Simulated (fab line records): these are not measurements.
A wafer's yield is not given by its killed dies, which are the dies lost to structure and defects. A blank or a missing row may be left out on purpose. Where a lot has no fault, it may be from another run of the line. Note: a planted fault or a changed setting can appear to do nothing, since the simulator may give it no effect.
Which tool was responsible? | flow sky130 | Sampling: 11 lots, 33 wafers, 6 of 708 route steps

== WHAT EACH GAUGE READ, for each wafer ==
SKY_SD_P_OVL_MEAS_08. Usual: SD_P_OVL typically reads 0.2 nm, with standard deviation 1.5.
lot  | measured     | on         | SD_P_OVL (nm)  | flag
L109 | day 26 19:59 | overlay-02 | -1.2 -1.0 -2.1 | 
L113 | day 28 03:56 | overlay-01 | -0.9 -1.7 -1.7 | 
L114 | day 28 12:37 | overlay-01 | 0.4 -0.1 -0.3  | 
L115 | day 28 22:35 | overlay-02 | 1.3 0.0 1.7    | 
L122 | day 31 00:29 | overlay-02 | 0.6 1.9 0.3    | 
L123 | day 31 08:53 | overlay-01 | -1.8 -1.1 0.4  | 
L124 | day 31 18:59 | overlay-01 | -0.2 0.1 0.6   | 
L125 | day 31 22:31 | overlay-02 | 1.9 2.5 2.0    | 
L126 | day 32 07:26 | overlay-01 | -2.4 -0.4 -0.4 | 
L128 | day 32 22:32 | overlay-02 | 2.4 -2.0 -0.1  | 
L129 | day 33 03:44 | overlay-01 | -1.4 -3.1 -0.6 | 

SKY_SD_P_TW_MEAS_11. Usual: SD_P_TW typically reads 2832, with standard deviation 43.
lot  | measured     | on           | SD_P_TW        | flag
L109 | day 26 20:16 | filmMetro-04 | 2894 2886 2888 | 
L113 | day 28 04:13 | filmMetro-02 | 2834 2831 2815 | 
L114 | day 28 12:55 | filmMetro-04 | 2890 2899 2883 | 
L115 | day 28 22:52 | filmMetro-01 | 2789 2797 2787 | 
L122 | day 31 00:46 | filmMetro-02 | 2852 2820 2833 | 
L123 | day 31 09:11 | filmMetro-04 | 2890 2897 2886 | 
L124 | day 31 19:16 | filmMetro-02 | 2850 2856 2833 | 
L125 | day 31 22:48 | filmMetro-02 | 2853 2852 2847 | 
L126 | day 32 07:44 | filmMetro-01 | 2777 2785 2777 | 
L128 | day 32 22:50 | filmMetro-02 | 2837 2843 2843 | 
L129 | day 33 04:01 | filmMetro-01 | 2753 2771 2771 | 

SKY_LI_CONTACT_RS_MEAS_22: measurement is done with a four-point probe. Usual: LI_CONTACT_W_RS typically reads 0.285 ohm/sq, with standard deviation 0.0048.
lot  | measured     | on           | LI_CONTACT_W_RS (ohm/sq) | flag
L109 | day 30 12:38 | filmMetro-01 | 0.284 0.283 0.290        | 
L113 | day 31 19:08 | filmMetro-04 | 0.289 0.287 0.279        | 
L114 | day 32 03:04 | filmMetro-02 | 0.217 0.217 0.217        | OFF
L115 | day 32 12:49 | filmMetro-01 | 0.220 0.287 0.219        | OFF
L122 | day 34 13:07 | filmMetro-02 | 0.292 0.287 0.292        | 
L123 | day 34 18:50 | filmMetro-04 | 0.282 0.283 0.283        | 
L124 | day 35 06:10 | filmMetro-02 | 0.277 0.278 0.277        | 
L125 | day 35 09:24 | filmMetro-01 | 0.278 0.278 0.280        | 
L126 | day 35 17:14 | filmMetro-01 | 0.284 0.288 0.285        | 
L128 | day 36 08:47 | filmMetro-01 | 0.287 0.293 0.286        | 
L129 | day 36 13:04 | filmMetro-04 | 0.290 0.291 0.290        | 

SKY_LI_CONTACT_THK_MEAS_23: measures by xrf. Usual: LI_CONTACT_W_THK typically reads 426 nm, with standard deviation 10.
lot  | measured     | on           | LI_CONTACT_W_THK (nm) | flag
L109 | day 30 12:44 | filmMetro-01 | 424 424 415           | 
L113 | day 31 19:14 | filmMetro-04 | 412 414 428           | 
L114 | day 32 03:11 | filmMetro-02 | - - -                 | OFF
L115 | day 32 12:56 | filmMetro-01 | 562 421 565           | OFF
L122 | day 34 13:14 | filmMetro-02 | 420 424 420           | 
L123 | day 34 18:56 | filmMetro-04 | 423 420 422           | 
L124 | day 35 06:17 | filmMetro-02 | 449 445 447           | 
L125 | day 35 09:30 | filmMetro-01 | 438 436 439           | 
L126 | day 35 17:21 | filmMetro-01 | 427 420 425           | 
L128 | day 36 08:54 | filmMetro-01 | 418 412 423           | 
L129 | day 36 13:11 | filmMetro-04 | 406 406 407           | 

== WHICH TOOL RAN EACH LOT (tool, then ch and the chambers of the sampled wafers, then the start) ==
lot  | SKY_LI_CONTACT_STRIP_16             | SKY_LI_CONTACT_CVD_21
L109 | plasmaAsher-02 ch 0,1, day 30 12:04 | cvdW-02 ch 0,1, day 30 12:29
L113 | plasmaAsher-02 ch 0, day 31 18:34   | cvdW-02 ch 0,1, day 31 18:59
L114 | plasmaAsher-02 ch 0,1, day 32 02:31 | cvdW-01 ch 0,1, day 32 02:56
L115 | plasmaAsher-02 ch 1, day 32 12:16   | cvdW-01 ch 0,1, day 32 12:41
L122 | plasmaAsher-04 ch 0,1, day 34 12:34 | cvdW-02 ch 0,1, day 34 12:59
L123 | plasmaAsher-02 ch 1, day 34 18:16   | cvdW-01 ch 0,1, day 34 18:41
L124 | plasmaAsher-02 ch 0,1, day 35 05:37 | cvdW-01 ch 1, day 35 06:02
L125 | plasmaAsher-01 ch 0,1, day 35 08:50 | cvdW-01 ch 0,1, day 35 09:17
L126 | plasmaAsher-01 ch 0,1, day 35 16:41 | cvdW-02 ch 0,1, day 35 17:07
L128 | plasmaAsher-04 ch 0,1, day 36 08:14 | cvdW-02 ch 0,1, day 36 08:40
L129 | plasmaAsher-02 ch 0,1, day 36 12:29 | cvdW-02 ch 0,1, day 36 12:55
- SKY_LI_CONTACT_STRIP_16: strips in O2/N2.
- SKY_LI_CONTACT_CVD_21: deposits W, target thk 400 nm, time 120.56 s.

== AS READ BY THE TOOLS THEMSELVES (means over the sampled wafers that have a number; for cases with no such wafer, the mark the record gives instead) ==
SKY_LI_CONTACT_STRIP_16. Usual: drypumpMotorCurrentA 5.7 A, standard deviation 0.39; oesProductAu 0.377 a.u., standard deviation 0.0049; stripTimeToEndpointS 3.52 s, standard deviation 0.03.
lot  | tool           | drypumpMotorCurrentA (A) | oesProductAu (a.u.) | stripTimeToEndpointS (s) | flag
L109 | plasmaAsher-02 | 6.0                      | 0.377               | 3.52                     | 
L113 | plasmaAsher-02 | 5.7                      | 0.370               | 3.49                     | 
L114 | plasmaAsher-02 | 5.8                      | 0.376               | 3.54                     | 
L115 | plasmaAsher-02 | 6.1                      | 0.379               | 3.55                     | 
L122 | plasmaAsher-04 | 5.9                      | 0.374               | 3.51                     | 
L123 | plasmaAsher-02 | 6.1                      | 0.380               | 3.53                     | 
L124 | plasmaAsher-02 | 5.8                      | 0.375               | 3.50                     | 
L125 | plasmaAsher-01 | 5.4                      | 0.380               | 3.52                     | 
L126 | plasmaAsher-01 | 5.5                      | 0.375               | 3.54                     | 
L128 | plasmaAsher-04 | 5.6                      | 0.373               | 3.50                     | 
L129 | plasmaAsher-02 | 6.0                      | 0.375               | 3.51                     | 

SKY_LI_CONTACT_CVD_21. Usual: chamberPressureTorr 40.02 Torr, standard deviation 0.088; heaterPowerW 925 W, standard deviation 80.
lot  | tool    | chamberPressureTorr (Torr) | heaterPowerW (W) | flag
L109 | cvdW-02 | 39.99                      | 901              | 
L113 | cvdW-02 | 40.05                      | 900              | 
L114 | cvdW-01 | 40.09                      | 965              | 
L115 | cvdW-01 | 39.93                      | 986              | 
L122 | cvdW-02 | 40.02                      | 935              | 
L123 | cvdW-01 | 39.99                      | 972              | 
L124 | cvdW-01 | 40.09                      | 854              | 
L125 | cvdW-01 | 39.99                      | 972              | 
L126 | cvdW-02 | 40.07                      | 892              | 
L128 | cvdW-02 | 40.10                      | 897              | 
L129 | cvdW-02 | 40.03                      | 930              | 

== THE ANSWER, worked out from the rows above alone ==
Rule: a lot counts as off when the mean over its wafers that have a number is more than 3 standard deviations away from the usual mean. A lot without any number at a reading at which 4 lots or more have one is off too. Where the step has rows for the other lots, those lots are counted as sound. After the gauges, taken in route order, come the tools' own readings; for these a lot's mean is taken, as printed above. The first step at which some lot is off is used, and at that step the reading that is off furthest; a lot without a number counts as furthest.
Off: at SKY_LI_CONTACT_RS_MEAS_22 (LI_CONTACT_W_RS), L114, L115.
A tool fits if, at a process step before that reading, it ran every lot that is off, and no sound lot after the first of them. Gauges at SKY_LI_CONTACT_RS_MEAS_22: tried the same way as those tools. Of those tried, none fits.

== WHAT THE SIMULATOR HAD PUT IN ==
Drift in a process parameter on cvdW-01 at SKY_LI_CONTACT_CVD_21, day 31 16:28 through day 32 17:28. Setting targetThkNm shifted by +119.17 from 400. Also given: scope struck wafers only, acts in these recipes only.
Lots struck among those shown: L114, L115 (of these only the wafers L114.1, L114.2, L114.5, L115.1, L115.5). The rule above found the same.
